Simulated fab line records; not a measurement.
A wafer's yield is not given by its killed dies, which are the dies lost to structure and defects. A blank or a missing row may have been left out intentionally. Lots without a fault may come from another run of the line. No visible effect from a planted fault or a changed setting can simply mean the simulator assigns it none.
The tool behind it: which one? :: flow sky130 :: 24 lots, 72 wafers sampled, at 6 steps of a route of 708

== WHAT THE GAUGES SHOWED, per wafer ==
SKY_SD_N_RS_MEAS_17: measures by four-point-probe.
lot: L074
measured: day 27 16:52
on: film-metro-03
SD_P_RS (ohm/sq): 147.3 147.1 147.2

lot: L076
measured: day 28 18:05
on: film-metro-01
SD_P_RS (ohm/sq): 147.3 147.6 147.8

lot: L075
measured: day 28 20:59
on: film-metro-01
SD_P_RS (ohm/sq): 147.3 147.1 146.9

lot: L077
measured: day 29 01:49
on: film-metro-02
SD_P_RS (ohm/sq): 148.1 147.3 147.5

lot: L078
measured: day 29 02:36
on: film-metro-02
SD_P_RS (ohm/sq): 147.6 147.2 147.7

lot: L079
measured: day 29 17:53
on: film-metro-02
SD_P_RS (ohm/sq): 146.5 146.4 146.4

lot: L080
measured: day 30 05:32
on: film-metro-03
SD_P_RS (ohm/sq): 146.7 147.2 146.4

lot: L081
measured: day 30 12:49
on: film-metro-02
SD_P_RS (ohm/sq): 146.8 146.8 146.9

lot: L082
measured: day 30 18:40
on: film-metro-01
SD_P_RS (ohm/sq): 147.3 147.3 146.9

lot: L083
measured: day 31 07:25
on: film-metro-03
SD_P_RS (ohm/sq): 146.3 146.7 146.8

lot: L084
measured: day 31 13:11
on: film-metro-03
SD_P_RS (ohm/sq): 146.8 146.4 146.4

lot: L085
measured: day 32 03:03
on: film-metro-01
SD_P_RS (ohm/sq): 147.4 147.4 147.0

lot: L086
measured: day 32 10:41
on: film-metro-03
SD_P_RS (ohm/sq): 146.8 146.8 147.1

lot: L087
measured: day 32 12:43
on: film-metro-01
SD_P_RS (ohm/sq): 147.1 146.9 147.4

lot: L088
measured: day 32 20:07
on: film-metro-01
SD_P_RS (ohm/sq): 147.9 147.9 147.3

lot: L089
measured: day 32 23:26
on: film-metro-03
SD_P_RS (ohm/sq): 147.1 147.4 147.1

lot: L090
measured: day 33 10:40
on: film-metro-02
SD_P_RS (ohm/sq): 147.3 147.2 147.3

lot: L092
measured: day 33 19:44
on: film-metro-03
SD_P_RS (ohm/sq): 146.3 146.6 146.8

lot: L091
measured: day 34 00:14
on: film-metro-03
SD_P_RS (ohm/sq): 147.1 146.8 147.0

lot: L093
measured: day 34 16:02
on: film-metro-02
SD_P_RS (ohm/sq): 147.0 146.8 146.5

lot: L095
measured: day 34 16:53
on: film-metro-03
SD_P_RS (ohm/sq): 147.8 147.2 147.7

lot: L094
measured: day 35 02:17
on: film-metro-03
SD_P_RS (ohm/sq): 147.1 146.8 146.7

lot: L096
measured: day 35 08:42
on: film-metro-03
SD_P_RS (ohm/sq): 147.4 147.5 147.1

lot: L097
measured: day 35 12:09
on: film-metro-03
SD_P_RS (ohm/sq): 147.1 147.0 146.9

SKY_LI_CONTACT_THK_MEAS_01.
lot: L074
measured: day 27 17:12
on: film-metro-03
LI_CONTACT_HDPCVD_THK (nm): 946 943 937

lot: L076
measured: day 28 18:26
on: film-metro-03
LI_CONTACT_HDPCVD_THK (nm): 944 946 945

lot: L075
measured: day 28 21:20
on: film-metro-03
LI_CONTACT_HDPCVD_THK (nm): 917 903 918

lot: L077
measured: day 29 02:10
on: film-metro-01
LI_CONTACT_HDPCVD_THK (nm): 944 931 933

lot: L078
measured: day 29 02:58
on: film-metro-02
LI_CONTACT_HDPCVD_THK (nm): 932 911 928

lot: L079
measured: day 29 18:16
on: film-metro-01
LI_CONTACT_HDPCVD_THK (nm): 914 930 918

lot: L080
measured: day 30 05:54
on: film-metro-02
LI_CONTACT_HDPCVD_THK (nm): 918 920 911

lot: L081
measured: day 30 13:10
on: film-metro-01
LI_CONTACT_HDPCVD_THK (nm): 916 912 915

lot: L082
measured: day 30 19:01
on: film-metro-03
LI_CONTACT_HDPCVD_THK (nm): 953 940 953

lot: L083
measured: day 31 07:46
on: film-metro-01
LI_CONTACT_HDPCVD_THK (nm): 926 918 933

lot: L084
measured: day 31 13:32
on: film-metro-01
LI_CONTACT_HDPCVD_THK (nm): 927 923 933

lot: L085
measured: day 32 03:23
on: film-metro-03
LI_CONTACT_HDPCVD_THK (nm): 951 949 937

lot: L086
measured: day 32 11:01
on: film-metro-02
LI_CONTACT_HDPCVD_THK (nm): 921 922 925

lot: L087
measured: day 32 13:04
on: film-metro-02
LI_CONTACT_HDPCVD_THK (nm): 925 922 919

lot: L088
measured: day 32 20:28
on: film-metro-02
LI_CONTACT_HDPCVD_THK (nm): 938 929 949

lot: L089
measured: day 32 23:48
on: film-metro-02
LI_CONTACT_HDPCVD_THK (nm): 929 922 935

lot: L090
measured: day 33 11:04
on: film-metro-03
LI_CONTACT_HDPCVD_THK (nm): 927 933 925

lot: L092
measured: day 33 20:06
on: film-metro-03
LI_CONTACT_HDPCVD_THK (nm): 933 936 928

lot: L091
measured: day 34 00:36
on: film-metro-02
LI_CONTACT_HDPCVD_THK (nm): 929 929 920

lot: L093
measured: day 34 16:23
on: film-metro-03
LI_CONTACT_HDPCVD_THK (nm): 945 935 932

lot: L095
measured: day 34 17:15
on: film-metro-02
LI_CONTACT_HDPCVD_THK (nm): 915 923 912

lot: L094
measured: day 35 02:38
on: film-metro-02
LI_CONTACT_HDPCVD_THK (nm): 929 931 925

lot: L096
measured: day 35 09:04
on: film-metro-01
LI_CONTACT_HDPCVD_THK (nm): 917 921 923

lot: L097
measured: day 35 12:31
on: film-metro-01
LI_CONTACT_HDPCVD_THK (nm): 934 922 945

SKY_CONTACT_RS_MEAS_25: measures by four-point-probe.
lot: L074
measured: day 31 10:49
on: film-metro-03
CONTACT_W_RS (ohm/sq): 0.338 0.338 0.343

lot: L076
measured: day 32 09:47
on: film-metro-03
CONTACT_W_RS (ohm/sq): 0.335 0.329 0.337

lot: L075
measured: day 32 12:44
on: film-metro-02
CONTACT_W_RS (ohm/sq): 0.338 0.330 0.338

lot: L077
measured: day 32 16:23
on: film-metro-04
CONTACT_W_RS (ohm/sq): 0.338 0.333 0.332

lot: L078
measured: day 32 17:57
on: film-metro-02
CONTACT_W_RS (ohm/sq): 0.337 0.333 0.335

lot: L079
measured: day 33 08:55
on: film-metro-04
CONTACT_W_RS (ohm/sq): 0.335 0.335 0.344

lot: L080
measured: day 33 19:47
on: film-metro-04
CONTACT_W_RS (ohm/sq): 0.338 0.339 0.338

lot: L081
measured: day 34 02:32
on: film-metro-02
CONTACT_W_RS (ohm/sq): 0.337 0.333 0.341

lot: L082
measured: day 34 07:53
on: film-metro-03
CONTACT_W_RS (ohm/sq): 0.336 0.344 0.339

lot: L083
measured: day 34 20:45
on: film-metro-02
CONTACT_W_RS (ohm/sq): 0.336 0.329 0.330

lot: L084
measured: day 35 02:18
on: film-metro-04
CONTACT_W_RS (ohm/sq): 0.338 0.338 0.335

lot: L085
measured: day 35 15:22
on: film-metro-04
CONTACT_W_RS (ohm/sq): 0.334 0.337 0.334

lot: L086
measured: day 35 23:38
on: film-metro-02
CONTACT_W_RS (ohm/sq): 0.338 0.347 0.343

lot: L087
measured: day 36 00:52
on: film-metro-03
CONTACT_W_RS (ohm/sq): 0.334 0.331 0.332

lot: L088
measured: day 36 09:19
on: film-metro-03
CONTACT_W_RS (ohm/sq): 0.338 0.336 0.338

lot: L089
measured: day 36 11:42
on: film-metro-04
CONTACT_W_RS (ohm/sq): 0.337 0.328 0.332

lot: L090
measured: day 36 21:56
on: film-metro-02
CONTACT_W_RS (ohm/sq): 0.334 0.330 0.334

lot: L092
measured: day 37 06:55
on: film-metro-03
CONTACT_W_RS (ohm/sq): 0.340 0.337 0.336

lot: L091
measured: day 37 12:08
on: film-metro-04
CONTACT_W_RS (ohm/sq): 0.331 0.330 0.329

lot: L093
measured: day 38 03:17
on: film-metro-03
CONTACT_W_RS (ohm/sq): 0.333 0.334 0.336

lot: L095
measured: day 38 04:19
on: film-metro-04
CONTACT_W_RS (ohm/sq): 0.336 0.334 0.332

lot: L094
measured: day 38 13:59
on: film-metro-04
CONTACT_W_RS (ohm/sq): 0.337 0.335 0.336

lot: L096
measured: day 38 19:47
on: film-metro-03
CONTACT_W_RS (ohm/sq): 0.335 0.331 0.339

lot: L097
measured: day 38 23:49
on: film-metro-02
CONTACT_W_RS (ohm/sq): 0.340 0.335 0.340

SKY_VIA3_BOW_MEAS_03.
lot: L074
measured: day 38 09:02
on: film-metro-02
VIA3_BOW (um): 74 84 73

lot: L076
measured: day 39 05:07
on: film-metro-02
VIA3_BOW (um): 76 60 76

lot: L075
measured: day 39 11:34
on: film-metro-02
VIA3_BOW (um): 84 78 95

lot: L077
measured: day 39 14:30
on: film-metro-02
VIA3_BOW (um): 67 86 83

lot: L078
measured: day 39 14:53
on: film-metro-03
VIA3_BOW (um): 90 98 85

lot: L079
measured: day 40 05:22
on: film-metro-03
VIA3_BOW (um): 80 79 73

lot: L080
measured: day 40 15:58
on: film-metro-01
VIA3_BOW (um): 72 81 78

lot: L081
measured: day 40 21:50
on: film-metro-02
VIA3_BOW (um): 72 79 82

lot: L082
measured: day 41 03:05
on: film-metro-01
VIA3_BOW (um): 82 74 79

lot: L083
measured: day 41 13:37
on: film-metro-01
VIA3_BOW (um): 74 81 75

lot: L084
measured: day 41 21:35
on: film-metro-01
VIA3_BOW (um): 80 78 75

lot: L085
measured: day 42 06:26
on: film-metro-03
VIA3_BOW (um): 95 81 71

lot: L086
measured: day 42 15:44
on: film-metro-01
VIA3_BOW (um): 84 81 78

lot: L087
measured: day 42 15:23
on: film-metro-02
VIA3_BOW (um): 80 78 80

lot: L088
measured: day 42 23:38
on: film-metro-02
VIA3_BOW (um): 67 56 60

lot: L089
measured: day 43 01:45
on: film-metro-02
VIA3_BOW (um): 77 65 71

lot: L090
measured: day 43 12:37
on: film-metro-01
VIA3_BOW (um): 80 71 80

lot: L092
measured: day 43 18:57
on: film-metro-02
VIA3_BOW (um): 86 100 81

lot: L091
measured: day 43 23:46
on: film-metro-03
VIA3_BOW (um): 98 102 88

lot: L093
measured: day 44 10:59
on: film-metro-01
VIA3_BOW (um): 69 80 71

lot: L095
measured: day 44 13:49
on: film-metro-02
VIA3_BOW (um): 75 72 70

lot: L094
measured: day 44 20:40
on: film-metro-01
VIA3_BOW (um): 78 89 67

lot: L096
measured: day 45 02:58
on: film-metro-03
VIA3_BOW (um): 74 73 86

lot: L097
measured: day 45 05:33
on: film-metro-01
VIA3_BOW (um): 69 66 65

== TOOL THAT RAN EACH LOT (tool first, then ch and the chambers of the sampled wafers, then the start) ==
lot: L074
SKY_SPACER_ETCHBACK_02: rie-diel-01 ch 0,1, day 22 14:07
SKY_CAPM_STRIP_14: plasma-asher-04 ch 0,1, day 37 05:16

lot: L076
SKY_SPACER_ETCHBACK_02: rie-diel-01 ch 0,1,2, day 23 20:26
SKY_CAPM_STRIP_14: plasma-asher-04 ch 0,1, day 38 01:35

lot: L075
SKY_SPACER_ETCHBACK_02: rie-diel-02 ch 0,3, day 23 23:00
SKY_CAPM_STRIP_14: plasma-asher-04 ch 0,1, day 38 08:20

lot: L077
SKY_SPACER_ETCHBACK_02: rie-diel-01 ch 0,1,2, day 24 04:20
SKY_CAPM_STRIP_14: plasma-asher-01 ch 0,1, day 38 11:28

lot: L078
SKY_SPACER_ETCHBACK_02: rie-diel-02 ch 0,1,2, day 24 05:33
SKY_CAPM_STRIP_14: plasma-asher-04 ch 0,1, day 38 11:46

lot: L079
SKY_SPACER_ETCHBACK_02: rie-diel-04 ch 1,3, day 24 21:08
SKY_CAPM_STRIP_14: plasma-asher-02 ch 0,1, day 39 01:46

lot: L080
SKY_SPACER_ETCHBACK_02: rie-diel-01 ch 0,2, day 25 09:38
SKY_CAPM_STRIP_14: plasma-asher-01 ch 0,1, day 39 12:47

lot: L081
SKY_SPACER_ETCHBACK_02: rie-diel-02 ch 2,3, day 25 18:07
SKY_CAPM_STRIP_14: plasma-asher-04 ch 1, day 39 19:04

lot: L082
SKY_SPACER_ETCHBACK_02: rie-diel-01 ch 0,1,2, day 26 00:07
SKY_CAPM_STRIP_14: plasma-asher-04 ch 0,1, day 40 00:46

lot: L083
SKY_SPACER_ETCHBACK_02: rie-diel-04 ch 1,3, day 26 12:50
SKY_CAPM_STRIP_14: plasma-asher-01 ch 0,1, day 40 12:13

lot: L084
SKY_SPACER_ETCHBACK_02: rie-diel-01 ch 1,2,3, day 26 19:07
SKY_CAPM_STRIP_14: plasma-asher-02 ch 0,1, day 40 19:09

lot: L085
SKY_SPACER_ETCHBACK_02: rie-diel-04 ch 1,2, day 27 09:31
SKY_CAPM_STRIP_14: plasma-asher-04 ch 0,1, day 41 04:49

lot: L086
SKY_SPACER_ETCHBACK_02: rie-diel-01 ch 1,2, day 27 17:11
SKY_CAPM_STRIP_14: plasma-asher-02 ch 0,1, day 41 12:46

lot: L087
SKY_SPACER_ETCHBACK_02: rie-diel-04 ch 1,2, day 27 19:58
SKY_CAPM_STRIP_14: plasma-asher-04 ch 0,1, day 41 13:02

lot: L088
SKY_SPACER_ETCHBACK_02: rie-diel-04 ch 1,2,3, day 28 03:33
SKY_CAPM_STRIP_14: plasma-asher-01 ch 0,1, day 41 20:56

lot: L089
SKY_SPACER_ETCHBACK_02: rie-diel-01 ch 1,2,3, day 28 06:07
SKY_CAPM_STRIP_14: plasma-asher-01 ch 0,1, day 41 23:44

lot: L090
SKY_SPACER_ETCHBACK_02: rie-diel-01 ch 2,3, day 28 20:19
SKY_CAPM_STRIP_14: plasma-asher-04 ch 1, day 42 10:25

lot: L092
SKY_SPACER_ETCHBACK_02: rie-diel-02 ch 0,1,2, day 29 05:47
SKY_CAPM_STRIP_14: plasma-asher-02 ch 0,1, day 42 17:19

lot: L091
SKY_SPACER_ETCHBACK_02: rie-diel-02 ch 1,3, day 29 09:02
SKY_CAPM_STRIP_14: plasma-asher-02 ch 0,1, day 42 22:49

lot: L093
SKY_SPACER_ETCHBACK_02: rie-diel-01 ch 0,1,3, day 30 04:16
SKY_CAPM_STRIP_14: plasma-asher-02 ch 0,1, day 43 10:50

lot: L095
SKY_SPACER_ETCHBACK_02: rie-diel-04 ch 0,1,2, day 30 04:16
SKY_CAPM_STRIP_14: plasma-asher-04 ch 0,1, day 43 13:02

lot: L094
SKY_SPACER_ETCHBACK_02: rie-diel-01 ch 1,3, day 30 13:00
SKY_CAPM_STRIP_14: plasma-asher-04 ch 0, day 43 20:28

lot: L096
SKY_SPACER_ETCHBACK_02: rie-diel-01 ch 0,1, day 30 21:25
SKY_CAPM_STRIP_14: plasma-asher-04 ch 0,1, day 44 03:07

lot: L097
SKY_SPACER_ETCHBACK_02: rie-diel-01 ch 0,1,2, day 31 01:02
SKY_CAPM_STRIP_14: plasma-asher-04 ch 0,1, day 44 04:50
- SKY_SPACER_ETCHBACK_02: etches Si3N4 in CH3F/O2, stops on SiO2, time 46.7 s, target depth 45 nm.
- SKY_CAPM_STRIP_14: strips in O2/N2.

== AS READ BY THE TOOLS THEMSELVES (means over the sampled wafers that have a number; for cases with no such wafer, the mark the record gives instead) ==
SKY_SPACER_ETCHBACK_02.
lot: L074
tool: rie-diel-01
ch3f-flow-sccm (sccm): 40.11
drypump-motor-current-A (A): 6.4
oes-product-au (a.u.): 0.860
throttle-valve-pct (%): 10.558

lot: L076
tool: rie-diel-01
ch3f-flow-sccm (sccm): 40.12
drypump-motor-current-A (A): 6.1
oes-product-au (a.u.): 0.846
throttle-valve-pct (%): 10.557

lot: L075
tool: rie-diel-02
ch3f-flow-sccm (sccm): 40.00
drypump-motor-current-A (A): 5.9
oes-product-au (a.u.): 0.858
throttle-valve-pct (%): 10.556

lot: L077
tool: rie-diel-01
ch3f-flow-sccm (sccm): 39.93
drypump-motor-current-A (A): 6.1
oes-product-au (a.u.): 0.854
throttle-valve-pct (%): 10.559

lot: L078
tool: rie-diel-02
ch3f-flow-sccm (sccm): 40.08
drypump-motor-current-A (A): 5.8
oes-product-au (a.u.): 0.852
throttle-valve-pct (%): 10.560

lot: L079
tool: rie-diel-04
ch3f-flow-sccm (sccm): 40.05
drypump-motor-current-A (A): 5.8
oes-product-au (a.u.): 0.854
throttle-valve-pct (%): 10.562

lot: L080
tool: rie-diel-01
ch3f-flow-sccm (sccm): 40.02
drypump-motor-current-A (A): 5.9
oes-product-au (a.u.): 0.850
throttle-valve-pct (%): 10.561

lot: L081
tool: rie-diel-02
ch3f-flow-sccm (sccm): 40.04
drypump-motor-current-A (A): 5.5
oes-product-au (a.u.): 0.851
throttle-valve-pct (%): 10.552

lot: L082
tool: rie-diel-01
ch3f-flow-sccm (sccm): 39.99
drypump-motor-current-A (A): 6.1
oes-product-au (a.u.): 0.851
throttle-valve-pct (%): 10.568

lot: L083
tool: rie-diel-04
ch3f-flow-sccm (sccm): 39.90
drypump-motor-current-A (A): 5.8
oes-product-au (a.u.): 0.851
throttle-valve-pct (%): 10.564

lot: L084
tool: rie-diel-01
ch3f-flow-sccm (sccm): 39.99
drypump-motor-current-A (A): 6.1
oes-product-au (a.u.): 0.849
throttle-valve-pct (%): 10.564

lot: L085
tool: rie-diel-04
ch3f-flow-sccm (sccm): 40.00
drypump-motor-current-A (A): 5.7
oes-product-au (a.u.): 0.850
throttle-valve-pct (%): 10.568

lot: L086
tool: rie-diel-01
ch3f-flow-sccm (sccm): 40.14
drypump-motor-current-A (A): 6.3
oes-product-au (a.u.): 0.853
throttle-valve-pct (%): 10.560

lot: L087
tool: rie-diel-04
ch3f-flow-sccm (sccm): 40.03
drypump-motor-current-A (A): 5.7
oes-product-au (a.u.): 0.849
throttle-valve-pct (%): 10.557

lot: L088
tool: rie-diel-04
ch3f-flow-sccm (sccm): 40.16
drypump-motor-current-A (A): 5.7
oes-product-au (a.u.): 0.846
throttle-valve-pct (%): 10.563

lot: L089
tool: rie-diel-01
ch3f-flow-sccm (sccm): 40.03
drypump-motor-current-A (A): 6.1
oes-product-au (a.u.): 0.852
throttle-valve-pct (%): 10.549

lot: L090
tool: rie-diel-01
ch3f-flow-sccm (sccm): 40.01
drypump-motor-current-A (A): 5.9
oes-product-au (a.u.): 0.852
throttle-valve-pct (%): 10.566

lot: L092
tool: rie-diel-02
ch3f-flow-sccm (sccm): 39.92
drypump-motor-current-A (A): 5.7
oes-product-au (a.u.): 0.847
throttle-valve-pct (%): 10.574

lot: L091
tool: rie-diel-02
ch3f-flow-sccm (sccm): 39.86
drypump-motor-current-A (A): 5.6
oes-product-au (a.u.): 0.855
throttle-valve-pct (%): 10.568

lot: L093
tool: rie-diel-01
ch3f-flow-sccm (sccm): 40.00
drypump-motor-current-A (A): 6.2
oes-product-au (a.u.): 0.853
throttle-valve-pct (%): 10.563

lot: L095
tool: rie-diel-04
ch3f-flow-sccm (sccm): 39.99
drypump-motor-current-A (A): 5.7
oes-product-au (a.u.): 0.849
throttle-valve-pct (%): 10.571

lot: L094
tool: rie-diel-01
ch3f-flow-sccm (sccm): 39.85
drypump-motor-current-A (A): 6.2
oes-product-au (a.u.): 0.862
throttle-valve-pct (%): 10.566

lot: L096
tool: rie-diel-01
ch3f-flow-sccm (sccm): 40.05
drypump-motor-current-A (A): 6.4
oes-product-au (a.u.): 0.849
throttle-valve-pct (%): 10.553

lot: L097
tool: rie-diel-01
ch3f-flow-sccm (sccm): 40.10
drypump-motor-current-A (A): 6.1
oes-product-au (a.u.): 0.857
throttle-valve-pct (%): 10.569

SKY_CAPM_STRIP_14.
lot: L074
tool: plasma-asher-04
drypump-motor-current-A (A): 5.3
oes-product-au (a.u.): 0.716
strip-time-to-endpoint-s (s): 12.70

lot: L076
tool: plasma-asher-04
drypump-motor-current-A (A): 5.5
oes-product-au (a.u.): 0.708
strip-time-to-endpoint-s (s): 12.67

lot: L075
tool: plasma-asher-04
drypump-motor-current-A (A): 5.3
oes-product-au (a.u.): 0.713
strip-time-to-endpoint-s (s): 12.62

lot: L077
tool: plasma-asher-01
drypump-motor-current-A (A): 6.0
oes-product-au (a.u.): 0.713
strip-time-to-endpoint-s (s): 12.66

lot: L078
tool: plasma-asher-04
drypump-motor-current-A (A): 5.3
oes-product-au (a.u.): 0.710
strip-time-to-endpoint-s (s): 12.60

lot: L079
tool: plasma-asher-02
drypump-motor-current-A (A): 5.7
oes-product-au (a.u.): 0.706
strip-time-to-endpoint-s (s): 12.59

lot: L080
tool: plasma-asher-01
drypump-motor-current-A (A): 6.0
oes-product-au (a.u.): 0.708
strip-time-to-endpoint-s (s): 12.70

lot: L081
tool: plasma-asher-04
drypump-motor-current-A (A): 5.1
oes-product-au (a.u.): 0.712
strip-time-to-endpoint-s (s): 12.71

lot: L082
tool: plasma-asher-04
drypump-motor-current-A (A): 5.6
oes-product-au (a.u.): 0.711
strip-time-to-endpoint-s (s): 12.67

lot: L083
tool: plasma-asher-01
drypump-motor-current-A (A): 6.0
oes-product-au (a.u.): 0.708
strip-time-to-endpoint-s (s): 12.63

lot: L084
tool: plasma-asher-02
drypump-motor-current-A (A): 5.7
oes-product-au (a.u.): 0.711
strip-time-to-endpoint-s (s): 12.63

lot: L085
tool: plasma-asher-04
drypump-motor-current-A (A): 5.3
oes-product-au (a.u.): 0.709
strip-time-to-endpoint-s (s): 12.65

lot: L086
tool: plasma-asher-02
drypump-motor-current-A (A): 5.7
oes-product-au (a.u.): 0.710
strip-time-to-endpoint-s (s): 12.68

lot: L087
tool: plasma-asher-04
drypump-motor-current-A (A): 5.6
oes-product-au (a.u.): 0.709
strip-time-to-endpoint-s (s): 12.74

lot: L088
tool: plasma-asher-01
drypump-motor-current-A (A): 5.6
oes-product-au (a.u.): 0.706
strip-time-to-endpoint-s (s): 12.67

lot: L089
tool: plasma-asher-01
drypump-motor-current-A (A): 5.6
oes-product-au (a.u.): 0.714
strip-time-to-endpoint-s (s): 12.69

lot: L090
tool: plasma-asher-04
drypump-motor-current-A (A): 5.1
oes-product-au (a.u.): 0.708
strip-time-to-endpoint-s (s): 12.57

lot: L092
tool: plasma-asher-02
drypump-motor-current-A (A): 5.5
oes-product-au (a.u.): 0.709
strip-time-to-endpoint-s (s): 12.61

lot: L091
tool: plasma-asher-02
drypump-motor-current-A (A): 5.5
oes-product-au (a.u.): 0.713
strip-time-to-endpoint-s (s): 12.69

lot: L093
tool: plasma-asher-02
drypump-motor-current-A (A): 5.7
oes-product-au (a.u.): 0.708
strip-time-to-endpoint-s (s): 12.62

lot: L095
tool: plasma-asher-04
drypump-motor-current-A (A): 5.6
oes-product-au (a.u.): 0.710
strip-time-to-endpoint-s (s): 12.65

lot: L094
tool: plasma-asher-04
drypump-motor-current-A (A): 5.7
oes-product-au (a.u.): 0.710
strip-time-to-endpoint-s (s): 12.69

lot: L096
tool: plasma-asher-04
drypump-motor-current-A (A): 5.3
oes-product-au (a.u.): 0.707
strip-time-to-endpoint-s (s): 12.66

lot: L097
tool: plasma-asher-04
drypump-motor-current-A (A): 5.3
oes-product-au (a.u.): 0.714
strip-time-to-endpoint-s (s): 12.73

== THE ANSWER, worked out from the rows above alone ==
Rule: the usual values come from the lots themselves. Put in order of their means at a reading, lots are off if they are a third of the lots or fewer, leave a main group of 4 or more, and stand apart from it by a gap of 3 or more times the standard deviation of the main group's means; of several such gaps the widest counts. The tables above print the reading to a certain number of digits; a main group whose means all agree to those digits is not used. Also off: a lot with no number at a reading for which 4 or more lots have one. Any other lot the step has rows for is counted as sound. After the gauges, taken in route order, come the tools' own readings; for these a lot's mean is taken, as printed above. The first step at which some lot is off is used, and at that step the reading that is off furthest; a lot without a number counts as furthest.
Across all readings shown, no lot is off: no conclusion can be drawn from this.

== WHAT HAD BEEN PUT IN BY THE SIMULATOR ==
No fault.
